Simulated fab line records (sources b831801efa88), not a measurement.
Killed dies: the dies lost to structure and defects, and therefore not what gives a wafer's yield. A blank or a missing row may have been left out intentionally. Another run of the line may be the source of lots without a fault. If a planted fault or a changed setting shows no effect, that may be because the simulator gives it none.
fab line records | flow sky130
record lots=6 | wafers=18 | last_day=51
route steps=708 shown VIA3@593 METAL4@598 CAP2M@603
lots untouched by any fault: they come from a run of this same line in which no faults occurred
start_h: the number of hours between the record's first day and the start of the first shown wafer of the lot | wait_h: hours elapsed since this lot's preceding step | " as in the row above | L1.1+2: a row that stands for several wafers | - no value, or no start given | * or withheld: withheld | < > ~ a bound
route shown NAME@n: a module of which the file shows steps, and the number in the route of the first | usual: the fault-free wafers' mean and standard deviation | same: alike in all rows | chamber/n: place in a boat | sites: the reading at each site | _std_site: how widely they spread, as a standard deviation | _edge_site: mean of outer sites minus mean of inner sites | radius_mm: for every site, how far away it sits from the centre of the wafer | mask NAME#n: copy n | behind: the last tool/chamber to shape the wafer | hold: why the lot went on hold/how many hours it stayed there/how the hold came to an end | device: the n, p or np transistor that did not switch | end of line: the same wafers' tests at the end of the route | a step without rows: its recipe alone | killed: not the wafer's yield, but the dies lost to structure and defects at the first sort | map: a wafer's dies, marking killed ones x, the rest . and places with no die _
set.NAME: the setting the step ran with; set.NAME@STEP: the setting that earlier step ran with | model.NAME: the simulator's own value behind a step, which no gauge read
lots seen at some steps along the route; tables by step, rows by wafer
services: the hour from which a tool's chamber was out of use, counted from the record's first day as start_h (under 0 if before that day), plus the number of hours and why
## steps
# step SKY_VIA3_SPUTTER_20
# recipe material=TiN | target_thk_nm=20 | chamber_pressure_pa=5 | power_w=4000 | time_s=80
# step SKY_VIA3_CVD_21
# recipe material=W | target_thk_nm=390 | time_s=117.31 | temp_c=400 | pressure_torr=40
# usual heater_power_w=843/85
lot.wafer | tool     | chamber | start_h | wait_h | heater_power_w
L963.2    | cvd_w-02 | 1       | 951.99  | 0.0    | 882
L963.4    | "        | 1       | "       | "      | 859
L963.6    | "        | 0       | "       | "      | 766
L971.1    | cvd_w-01 | 1       | 980.94  | 0.0    | 745
L971.5    | "        | 1       | "       | "      | 750
L971.6    | "        | 0       | "       | "      | 926
L973.1    | cvd_w-01 | 0       | 987.69  | 0.0    | 921
L973.2    | "        | 1       | "       | "      | 747
L973.3    | "        | 1       | "       | "      | 750
L979.2    | cvd_w-01 | 0       | 1097.85 | 0.0    | 930
L979.3    | "        | 0       | "       | "      | 932
L979.4    | "        | 1       | "       | "      | 738
L983.1    | cvd_w-01 | 1       | 1098.85 | 0.0    | 758
L983.4    | "        | 0       | "       | "      | 945
L983.6    | "        | 1       | "       | "      | 758
L986.3    | cvd_w-02 | 1       | 1101.18 | 0.1    | 875
L986.4    | "        | 0       | "       | "      | 749
L986.5    | "        | 1       | "       | "      | 872
# step SKY_VIA3_RS_MEAS_22
# recipe thk_meas_gauge=four-point-probe | reads=W_of_VIA3_CVD_21+TiN_of_VIA3_SPUTTER_20
# usual VIA3_W_RS=0.295/0.0031
lot.wafer | tool          | chamber | start_h | wait_h | VIA3_W_RS[ohm/sq]
L963.2    | film_metro-04 | -       | 952.14  | 0.1    | 0.294
L963.4    | "             | -       | "       | "      | 0.296
L963.6    | "             | -       | "       | "      | 0.293
L971.1    | film_metro-03 | -       | 981.07  | 0.1    | 0.293
L971.5    | "             | -       | "       | "      | 0.294
L971.6    | "             | -       | "       | "      | 0.298
L973.1    | film_metro-04 | -       | 987.81  | 0.1    | 0.299
L973.2    | "             | -       | "       | "      | 0.294
L973.3    | "             | -       | "       | "      | 0.294
L979.2    | film_metro-03 | -       | 1097.99 | 0.1    | 0.298
L979.3    | "             | -       | "       | "      | 0.295
L979.4    | "             | -       | "       | "      | 0.295
L983.1    | film_metro-03 | -       | 1098.97 | 0.1    | 0.295
L983.4    | "             | -       | "       | "      | 0.298
L983.6    | "             | -       | "       | "      | 0.294
L986.3    | film_metro-02 | -       | 1101.31 | 0.1    | 0.299
L986.4    | "             | -       | "       | "      | 0.298
L986.5    | "             | -       | "       | "      | 0.299
# step SKY_VIA3_THK_MEAS_23
# recipe thk_meas_gauge=xrf | reads=W_of_VIA3_CVD_21
# usual VIA3_W_THK=403/5.5
lot.wafer | tool          | chamber | start_h | wait_h | VIA3_W_THK[nm]
L963.2    | film_metro-04 | -       | 952.25  | 0.1    | 408
L963.4    | "             | -       | "       | "      | 404
L963.6    | "             | -       | "       | "      | 410
L971.1    | film_metro-03 | -       | 981.19  | 0.1    | 414
L971.5    | "             | -       | "       | "      | 411
L971.6    | "             | -       | "       | "      | 405
L973.1    | film_metro-04 | -       | 987.93  | 0.1    | 402
L973.2    | "             | -       | "       | "      | 407
L973.3    | "             | -       | "       | "      | 410
L979.2    | film_metro-03 | -       | 1098.10 | 0.1    | 398
L979.3    | "             | -       | "       | "      | 400
L979.4    | "             | -       | "       | "      | 400
L983.1    | film_metro-03 | -       | 1099.09 | 0.1    | 402
L983.4    | "             | -       | "       | "      | 397
L983.6    | "             | -       | "       | "      | 404
L986.3    | film_metro-02 | -       | 1101.41 | 0.1    | 395
L986.4    | "             | -       | "       | "      | 398
L986.5    | "             | -       | "       | "      | 396
# step SKY_VIA3_CMP_24
# recipe stop_on=SiO2 | t_overpolish_s=20 | down_force_psi=3.5 | platen_rpm=60 | target_thk_nm=0 | pad_velocity_m_s=0.94248
# step SKY_METAL4_SPUTTER_00
# recipe material=Ti | target_thk_nm=15 | power_w=3000 | time_s=10 | chamber_pressure_pa=0.4
# usual cathode_dc_power_W=3000.0/0.53 | chamber_pressure_pa=0.4000/0.00087 | throttle_valve_pct=29.9/1.1
lot.wafer | tool           | chamber | start_h | wait_h | cathode_dc_power_W | chamber_pressure_pa | throttle_valve_pct
L963.2    | pvd_sputter-03 | -       | 952.60  | 0.1    | 2999.7             | 0.4014              | 28.8
L963.4    | "              | -       | "       | "      | 2999.6             | 0.3986              | 27.5
L963.6    | "              | -       | "       | "      | 3000.1             | 0.3996              | 28.7
L971.1    | pvd_sputter-01 | -       | 981.55  | 0.2    | 3000.0             | 0.3992              | 30.1
L971.5    | "              | -       | "       | "      | 2999.3             | 0.3999              | 30.9
L971.6    | "              | -       | "       | "      | 2999.2             | 0.4006              | 29.1
L973.1    | pvd_sputter-01 | -       | 988.29  | 0.1    | 3000.4             | 0.4000              | 30.3
L973.2    | "              | -       | "       | "      | 2999.3             | 0.4006              | 29.3
L973.3    | "              | -       | "       | "      | 2998.8             | 0.3993              | 31.1
L979.2    | pvd_sputter-01 | -       | 1098.45 | 0.2    | 3000.9             | 0.3995              | 29.6
L979.3    | "              | -       | "       | "      | 3000.0             | 0.4007              | 28.7
L979.4    | "              | -       | "       | "      | 2999.6             | 0.4006              | 29.1
L983.1    | pvd_sputter-03 | -       | 1099.45 | 0.1    | 3000.1             | 0.4000              | 29.8
L983.4    | "              | -       | "       | "      | 2999.7             | 0.3997              | 29.0
L983.6    | "              | -       | "       | "      | 3000.6             | 0.4006              | 30.0
L986.3    | pvd_sputter-04 | -       | 1101.75 | 0.1    | 2999.9             | 0.3999              | 32.2
L986.4    | "              | -       | "       | "      | 3000.2             | 0.3994              | 29.2
L986.5    | "              | -       | "       | "      | 3000.1             | 0.4008              | 29.2
# step SKY_METAL4_SPUTTER_01
# recipe material=TiN | target_thk_nm=20 | power_w=6500 | time_s=16.7 | chamber_pressure_pa=0.4
# step SKY_METAL4_SPUTTER_02
# recipe material=AlCu | target_thk_nm=735 | power_w=10600 | time_s=39.1 | chamber_pressure_pa=0.4
# usual cathode_dc_power_W=10600/2.1 | chamber_pressure_pa=0.4001/0.00082 | throttle_valve_pct=29.9/1.1
lot.wafer | tool           | chamber | start_h | wait_h | cathode_dc_power_W | chamber_pressure_pa | throttle_valve_pct
L963.2    | pvd_sputter-03 | -       | 952.65  | 0.0    | 10600              | 0.4008              | 29.0
L963.4    | "              | -       | "       | "      | 10604              | 0.4019              | 27.5
L963.6    | "              | -       | "       | "      | 10599              | 0.3992              | 28.9
L971.1    | pvd_sputter-01 | -       | 981.59  | 0.0    | 10600              | 0.3997              | 29.5
L971.5    | "              | -       | "       | "      | 10599              | 0.4013              | 31.0
L971.6    | "              | -       | "       | "      | 10596              | 0.4001              | 29.0
L973.1    | pvd_sputter-01 | -       | 988.34  | 0.0    | 10602              | 0.4003              | 30.4
L973.2    | "              | -       | "       | "      | 10602              | 0.4000              | 29.4
L973.3    | "              | -       | "       | "      | 10601              | 0.4003              | 30.9
L979.2    | pvd_sputter-01 | -       | 1098.50 | 0.0    | 10600              | 0.3998              | 29.5
L979.3    | "              | -       | "       | "      | 10600              | 0.4003              | 29.1
L979.4    | "              | -       | "       | "      | 10599              | 0.4015              | 29.1
L983.1    | pvd_sputter-03 | -       | 1099.50 | 0.0    | 10600              | 0.3999              | 30.1
L983.4    | "              | -       | "       | "      | 10602              | 0.4005              | 28.8
L983.6    | "              | -       | "       | "      | 10598              | 0.3999              | 30.0
L986.3    | pvd_sputter-04 | -       | 1101.79 | 0.0    | 10598              | 0.3994              | 32.0
L986.4    | "              | -       | "       | "      | 10600              | 0.4008              | 29.3
L986.5    | "              | -       | "       | "      | 10600              | 0.4007              | 29.3
# step SKY_METAL4_SPUTTER_03
# recipe material=Ti | target_thk_nm=5 | power_w=3000 | time_s=3.3 | chamber_pressure_pa=0.4
# usual cathode_dc_power_W=3000.0/0.56 | chamber_pressure_pa=0.4000/0.00078 | throttle_valve_pct=29.9/1.1
lot.wafer | tool           | chamber | start_h | wait_h | cathode_dc_power_W | chamber_pressure_pa | throttle_valve_pct
L963.2    | pvd_sputter-03 | -       | 952.69  | 0.0    | 3000.7             | 0.4007              | 28.8
L963.4    | "              | -       | "       | "      | 3000.2             | 0.3982              | 27.5
L963.6    | "              | -       | "       | "      | 2999.1             | 0.4013              | 28.8
L971.1    | pvd_sputter-01 | -       | 981.63  | 0.0    | 2999.7             | 0.3981              | 29.5
L971.5    | "              | -       | "       | "      | 3000.0             | 0.4004              | 31.1
L971.6    | "              | -       | "       | "      | 2999.2             | 0.4008              | 28.9
L973.1    | pvd_sputter-01 | -       | 988.38  | 0.0    | 2999.6             | 0.4003              | 30.8
L973.2    | "              | -       | "       | "      | 2999.6             | 0.3995              | 29.6
L973.3    | "              | -       | "       | "      | 3000.1             | 0.4012              | 30.8
L979.2    | pvd_sputter-01 | -       | 1098.54 | 0.0    | 3000.8             | 0.4015              | 29.5
L979.3    | "              | -       | "       | "      | 3000.3             | 0.4006              | 29.2
L979.4    | "              | -       | "       | "      | 3000.0             | 0.3995              | 29.1
L983.1    | pvd_sputter-03 | -       | 1099.54 | 0.0    | 2999.8             | 0.4005              | 30.3
L983.4    | "              | -       | "       | "      | 3000.2             | 0.3992              | 28.9
L983.6    | "              | -       | "       | "      | 2999.6             | 0.4010              | 30.0
L986.3    | pvd_sputter-04 | -       | 1101.83 | 0.0    | 2999.9             | 0.3989              | 31.6
L986.4    | "              | -       | "       | "      | 2998.6             | 0.3984              | 29.1
L986.5    | "              | -       | "       | "      | 3000.2             | 0.3994              | 29.1
# step SKY_METAL4_SPUTTER_04
# recipe material=TiN | target_thk_nm=70 | power_w=6500 | time_s=58.3 | chamber_pressure_pa=0.4
# step SKY_CAP2M_CVD_00
# recipe material=SiO2 | target_thk_nm=15.5 | temp_c=400 | time_s=withheld | rf_w=450
# step SKY_CAP2M_THK_MEAS_01
# recipe reads=SiO2_of_CAP2M_CVD_00
# usual CAP2M_CVD_00_THK=15.41/0.21
lot.wafer | tool          | chamber | start_h | wait_h | CAP2M_CVD_00_THK[nm]
L963.2    | film_metro-01 | -       | 952.79  | -      | 15.41
L963.4    | "             | -       | "       | "      | 15.86
L963.6    | "             | -       | "       | "      | 15.63
L971.1    | film_metro-03 | -       | 981.72  | -      | 15.45
L971.5    | "             | -       | "       | "      | 15.80
L971.6    | "             | -       | "       | "      | 15.62
L973.1    | film_metro-03 | -       | 988.47  | -      | 15.40
L973.2    | "             | -       | "       | "      | 15.53
L973.3    | "             | -       | "       | "      | 15.40
L979.2    | film_metro-03 | -       | 1098.65 | -      | 14.82
L979.3    | "             | -       | "       | "      | 15.46
L979.4    | "             | -       | "       | "      | 14.97
L983.1    | film_metro-01 | -       | 1099.63 | -      | 15.36
L983.4    | "             | -       | "       | "      | 15.56
L983.6    | "             | -       | "       | "      | 15.60
L986.3    | film_metro-02 | -       | 1101.94 | -      | 15.55
L986.4    | "             | -       | "       | "      | 15.37
L986.5    | "             | -       | "       | "      | 15.46
# step SKY_CAP2M_SPUTTER_02
# recipe material=TiN | target_thk_nm=200 | temp_c=300 | power_w=6500 | time_s=166.7 | chamber_pressure_pa=0.4
# usual cathode_dc_power_W=6500.0/1.2 | chamber_pressure_pa=0.4000/0.00085 | throttle_valve_pct=29.8/1.1
lot.wafer | tool           | chamber | start_h | wait_h | cathode_dc_power_W | chamber_pressure_pa | throttle_valve_pct
L963.2    | pvd_sputter-01 | -       | 952.84  | 0.0    | 6500.4             | 0.3991              | 30.8
L963.4    | "              | -       | "       | "      | 6502.1             | 0.4001              | 30.4
L963.6    | "              | -       | "       | "      | 6499.6             | 0.4002              | 29.1
L971.1    | pvd_sputter-03 | -       | 981.78  | 0.1    | 6498.0             | 0.3987              | 30.7
L971.5    | "              | -       | "       | "      | 6499.6             | 0.3997              | 27.8
L971.6    | "              | -       | "       | "      | 6501.4             | 0.4009              | 29.9
L973.1    | pvd_sputter-02 | -       | 988.53  | 0.1    | 6500.9             | 0.3989              | 31.6
L973.2    | "              | -       | "       | "      | 6499.6             | 0.4010              | 29.2
L973.3    | "              | -       | "       | "      | 6502.3             | 0.4002              | 30.7
L979.2    | pvd_sputter-03 | -       | 1098.70 | 0.0    | -                  | -                   | -
L979.3    | "              | -       | "       | "      | -                  | -                   | -
L979.4    | "              | -       | "       | "      | -                  | -                   | -
L983.1    | pvd_sputter-01 | -       | 1099.69 | 0.1    | -                  | -                   | -
L983.4    | "              | -       | "       | "      | -                  | -                   | -
L983.6    | "              | -       | "       | "      | -                  | -                   | -
L986.3    | pvd_sputter-01 | -       | 1101.98 | 0.0    | 6501.2             | 0.4007              | 29.5
L986.4    | "              | -       | "       | "      | 6500.4             | 0.4008              | 31.0
L986.5    | "              | -       | "       | "      | 6499.8             | 0.4009              | 29.6
# step SKY_CAP2M_RS_MEAS_03
# recipe thk_meas_gauge=four-point-probe | reads=TiN_of_CAP2M_SPUTTER_02
# usual CAP2M_TIN_RS=6.90/0.078
lot.wafer | tool          | chamber | start_h | wait_h | CAP2M_TIN_RS[ohm/sq]
L963.2    | film_metro-01 | -       | 952.97  | 0.1    | 6.79
L963.4    | "             | -       | "       | "      | 6.75
L963.6    | "             | -       | "       | "      | 6.88
L971.1    | film_metro-02 | -       | 981.89  | 0.1    | 6.96
L971.5    | "             | -       | "       | "      | 6.92
L971.6    | "             | -       | "       | "      | 6.85
L973.1    | film_metro-01 | -       | 988.64  | 0.1    | 6.92
L973.2    | "             | -       | "       | "      | 7.05
L973.3    | "             | -       | "       | "      | 6.92
L979.2    | film_metro-02 | -       | 1098.83 | 0.1    | -
L979.3    | "             | -       | "       | "      | -
L979.4    | "             | -       | "       | "      | -
L983.1    | film_metro-03 | -       | 1099.80 | 0.1    | -
L983.4    | "             | -       | "       | "      | -
L983.6    | "             | -       | "       | "      | -
L986.3    | film_metro-03 | -       | 1102.13 | 0.1    | 6.86
L986.4    | "             | -       | "       | "      | 6.81
L986.5    | "             | -       | "       | "      | 6.86
# step SKY_CAP2M_THK_MEAS_04
# recipe thk_meas_gauge=xrf | reads=TiN_of_CAP2M_SPUTTER_02
# usual CAP2M_TIN_THK=201.8/2.3
lot.wafer | tool          | chamber | start_h | wait_h | CAP2M_TIN_THK[nm]
L963.2    | film_metro-01 | -       | 953.08  | 0.1    | 204.9
L963.4    | "             | -       | "       | "      | 207.1
L963.6    | "             | -       | "       | "      | 203.1
L971.1    | film_metro-02 | -       | 982.01  | 0.1    | 200.2
L971.5    | "             | -       | "       | "      | 199.5
L971.6    | "             | -       | "       | "      | 202.8
L973.1    | film_metro-01 | -       | 988.76  | 0.1    | 202.8
L973.2    | "             | -       | "       | "      | 200.5
L973.3    | "             | -       | "       | "      | 202.8
L979.2    | film_metro-02 | -       | 1098.94 | 0.1    | <0.0
L979.3    | "             | -       | "       | "      | <0.0
L979.4    | "             | -       | "       | "      | <0.0
L983.1    | film_metro-03 | -       | 1099.92 | 0.1    | <0.0
L983.4    | "             | -       | "       | "      | <0.0
L983.6    | "             | -       | "       | "      | <0.0
L986.3    | film_metro-03 | -       | 1102.23 | 0.1    | 202.9
L986.4    | "             | -       | "       | "      | 204.6
L986.5    | "             | -       | "       | "      | 203.1
# step SKY_CAP2M_DEHYDRATE_05
# recipe temp_c=200 | time_s=60
# step SKY_CAP2M_HMDS_06
# recipe prime_time_s=60 | prime_temp_c=120
# step SKY_CAP2M_COAT_07
# recipe resist=NOVOLAK | spin_rpm=3000 | resist_thk_nm=1140
# step SKY_CAP2M_SOFTBAKE_08
# recipe temp_c=90 | time_s=60 | resist=NOVOLAK
# step SKY_CAP2M_EXPOSE_09
# recipe mask_id=CAP2M | na=0.6 | source_shape=conventional | sigma_outer=0.6 | polarization=unpolarized | target_cd_nm=1000 | dose_mj=159
# step SKY_CAP2M_PEB_10
# recipe temp_c=withheld | time_s=* | resist=NOVOLAK
# step SKY_CAP2M_DEVELOP_11
# recipe resist=NOVOLAK | developer=TMAH | develop_time_s=60 | dev_temp_c=23
# step SKY_CAP2M_OVL_MEAS_12
# usual CAP2M_OVL=0.3/1.5
lot.wafer | tool       | chamber | start_h | wait_h | CAP2M_OVL[nm]
L963.2    | overlay-01 | -       | 976.74  | 0.1    | 2.2
L963.4    | "          | -       | "       | "      | 1.0
L963.6    | "          | -       | "       | "      | -2.2
L971.1    | overlay-02 | -       | 1005.34 | 0.1    | 1.4
L971.5    | "          | -       | "       | "      | 0.9
L971.6    | "          | -       | "       | "      | 0.2
L973.1    | overlay-01 | -       | 1010.59 | 0.1    | 1.8
L973.2    | "          | -       | "       | "      | -0.2
L973.3    | "          | -       | "       | "      | -0.4
L979.2    | overlay-02 | -       | 1117.34 | 0.1    | -1.9
L979.3    | "          | -       | "       | "      | -2.2
L979.4    | "          | -       | "       | "      | 0.7
L983.1    | overlay-02 | -       | 1118.09 | 0.1    | 0.3
L983.4    | "          | -       | "       | "      | 0.2
L983.6    | "          | -       | "       | "      | 0.7
L986.3    | overlay-02 | -       | 1120.69 | 0.1    | 1.2
L986.4    | "          | -       | "       | "      | 0.7
L986.5    | "          | -       | "       | "      | -0.2
# step SKY_CAP2M_METAL_ETCH_13
# recipe target_depth_nm=220 | stop_on=SiO2 | chemistry=Cl2/BCl3 | target=TiN | pressure_mtorr=10 | icp_w=900 | bias_w=48.5 | Cl2_flow_sccm=60 | bcl3_flow_sccm=30 | time_s=62.9
# usual bias_w=48.51/0.14 | drypump_motor_current_A=5.9/0.51 | oes_product_au=0.942/0.0074 | throttle_valve_pct=21.900/0.01
lot.wafer | tool         | chamber | start_h | wait_h | bias_w | drypump_motor_current_A | oes_product_au | rf_hours_counter_h | throttle_valve_pct
L963.2    | rie_metal-01 | 0       | 976.77  | 0.0    | 48.35  | 6.2                     | 0.944          | 10                 | 21.899
L963.4    | "            | 1       | "       | "      | 48.21  | 5.8                     | 0.955          | -                  | 21.880
L963.6    | "            | 1       | "       | "      | 48.32  | 5.7                     | 0.948          | -                  | 21.897
L971.1    | rie_metal-03 | 1       | 1005.37 | 0.0    | 48.57  | 6.0                     | 0.942          | 16                 | 21.896
L971.5    | "            | 1       | "       | "      | 48.69  | 6.0                     | 0.944          | -                  | 21.909
L971.6    | "            | 0       | "       | "      | 48.60  | 5.9                     | 0.943          | -                  | 21.898
L973.1    | rie_metal-03 | 0       | 1010.62 | 0.0    | 48.42  | 5.9                     | 0.940          | 2                  | 21.890
L973.2    | "            | 1       | "       | "      | 48.44  | 6.0                     | 0.927          | 16                 | 21.903
L973.3    | "            | 0       | "       | "      | 48.54  | 5.9                     | 0.941          | -                  | 21.908
L979.2    | rie_metal-03 | 1       | 1117.37 | 0.0    | 48.64  | 6.0                     | 0.369          | 23                 | 22.273
L979.3    | "            | 1       | "       | "      | 48.45  | 6.0                     | 0.378          | -                  | 22.272
L979.4    | "            | 0       | "       | "      | 48.42  | 6.0                     | 0.377          | -                  | 22.282
L983.1    | rie_metal-01 | 0       | 1118.12 | 0.0    | 48.59  | 6.3                     | 0.384          | 19                 | 22.246
L983.4    | "            | 0       | "       | "      | 48.60  | 6.3                     | 0.372          | -                  | 22.262
L983.6    | "            | 0       | "       | "      | 48.68  | 6.3                     | 0.368          | -                  | 22.259
L986.3    | rie_metal-03 | 1       | 1120.74 | 0.0    | 48.29  | 6.0                     | 0.950          | -                  | 21.907
L986.4    | "            | 0       | "       | "      | 48.39  | 5.9                     | 0.949          | -                  | 21.899
L986.5    | "            | 0       | "       | "      | 48.48  | 5.9                     | 0.941          | -                  | 21.907
# step SKY_CAP2M_STRIP_14
# recipe chemistry=O2/N2 | power_w=1400 | pressure_mtorr=1500 | platen_temp_c=withheld | o2_flow_sccm=3000 | n2_flow_sccm=300 | overash_fraction=0.5
# usual drypump_motor_current_A=5.5/0.4 | oes_product_au=0.710/0.0045 | strip_time_to_endpoint_s=12.67/0.043
lot.wafer | tool            | chamber | start_h | wait_h | drypump_motor_current_A | oes_product_au | rf_hours_counter_h | strip_time_to_endpoint_s
L963.2    | plasma_asher-01 | 0       | 976.84  | 0.1    | 4.7                     | 0.706          | 84                 | 12.66
L963.4    | "               | 0       | "       | "      | 4.7                     | 0.713          | -                  | 12.66
L963.6    | "               | 1       | "       | "      | 5.9                     | 0.703          | -                  | 12.65
L971.1    | plasma_asher-03 | 0       | 1005.45 | 0.1    | 5.9                     | 0.715          | 118                | 12.69
L971.5    | "               | 1       | "       | "      | 5.4                     | 0.707          | -                  | 12.71
L971.6    | "               | 0       | "       | "      | 5.9                     | 0.712          | -                  | 12.66
L973.1    | plasma_asher-01 | 0       | 1010.70 | 0.1    | 4.7                     | 0.712          | 88                 | 12.65
L973.2    | "               | 1       | "       | "      | 5.9                     | 0.707          | 88                 | 12.70
L973.3    | "               | 0       | "       | "      | 4.8                     | 0.694          | -                  | 12.68
L979.2    | plasma_asher-01 | 0       | 1117.45 | 0.1    | 4.7                     | 0.713          | 95                 | 12.70
L979.3    | "               | 1       | "       | "      | 6.0                     | 0.713          | -                  | 12.72
L979.4    | "               | 0       | "       | "      | 4.7                     | 0.698          | -                  | 12.64
L983.1    | plasma_asher-02 | 0       | 1118.28 | 0.1    | 5.6                     | 0.714          | 71                 | 12.70
L983.4    | "               | 1       | "       | "      | 5.3                     | 0.711          | -                  | 12.69
L983.6    | "               | 0       | "       | "      | 5.6                     | 0.709          | -                  | 12.65
L986.3    | plasma_asher-02 | 0       | 1120.83 | 0.1    | 5.6                     | 0.714          | -                  | 12.65
L986.4    | "               | 1       | "       | "      | 5.3                     | 0.709          | -                  | 12.60
L986.5    | "               | 1       | "       | "      | 5.3                     | 0.707          | -                  | 12.60
## services
tool            | chamber | start_h | hours | kind
cvd_w-02        | -       | 938.78  | 1.2   | repair
pvd_sputter-03  | 2       | 951.53  | -     | consumable_replace:kit
pvd_sputter-03  | 2       | 951.53  | 18.0  | scheduled_down
pvd_sputter-03  | 2       | 951.53  | 18.0  | vent_cycle
cvd_w-02        | -       | 978.85  | 3.8   | pm
plasma_asher-03 | -       | 982.67  | 2.8   | pm
pvd_sputter-04  | -       | 992.80  | 5.1   | repair
plasma_asher-02 | -       | 1001.37 | 0.6   | repair
pvd_sputter-01  | -       | 1009.04 | 2.4   | repair
rie_metal-01    | -       | 1013.48 | 0.5   | repair
rie_metal-03    | -       | 1015.16 | 1.4   | pm
cvd_w-02        | 0       | 1023.02 | 6.0   | repair
plasma_asher-03 | -       | 1055.27 | 9.0   | pm
plasma_asher-01 | -       | 1063.74 | 2.0   | repair
cvd_w-01        | 1       | 1076.70 | 15.0  | repair
plasma_asher-01 | -       | 1076.71 | 28.1  | pm
cvd_w-02        | 1       | 1080.40 | 3.6   | repair
pvd_sputter-01  | 1       | 1087.83 | -     | consumable_replace:kit
pvd_sputter-01  | 1       | 1087.83 | 18.0  | scheduled_down
pvd_sputter-01  | 1       | 1087.83 | 18.0  | vent_cycle
pvd_sputter-04  | -       | 1095.88 | 0.7   | repair
pvd_sputter-02  | -       | 1098.43 | 5.1   | repair
pvd_sputter-03  | 1       | 1100.34 | -     | consumable_replace:kit
rie_metal-01    | 1       | 1113.66 | 22.3  | repair
## key
first_sign step=SKY_CAP2M_SPUTTER_02 | reading=tool_record | direction=missing
effect step=SKY_CAP2M_RS_MEAS_03 | reading=CAP2M_TIN_RS | direction=missing
effect step=SKY_CAP2M_THK_MEAS_04 | reading=CAP2M_TIN_THK | direction=down | sigmas=89 | usual=201.8 | struck=<0.0
effect step=SKY_CAP2M_METAL_ETCH_13 | reading=oes_product_au | direction=down | sigmas=76 | usual=0.942 | struck=0.375
met_at SKY_CAP2M_SPUTTER_02
struck_wafers L979.2,L979.3,L979.4,L983.1,L983.4,L983.6
later_rows_left_out L979.2,L979.3,L979.4,L983.1,L983.4,L983.6
sort_left_out L979.2,L979.3,L979.4,L983.1,L983.4,L983.6
onset_between 981.78 1098.70
fault kind=skipped_step_whole | tool=pvd_sputter-01,pvd_sputter-03 | chamber=- | onset_h=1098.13 | steps=SKY_CAP2M_SPUTTER_02 | scope=struck_lots_only
# sort_left_out: the simulated sort isn't trusted on such a fault, so these wafers' sort isn't shown, and their yield isn't known
# later_rows_left_out: the simulator's readings of these wafers behind a module that went badly wrong aren't trusted and aren't shown, but for the sort
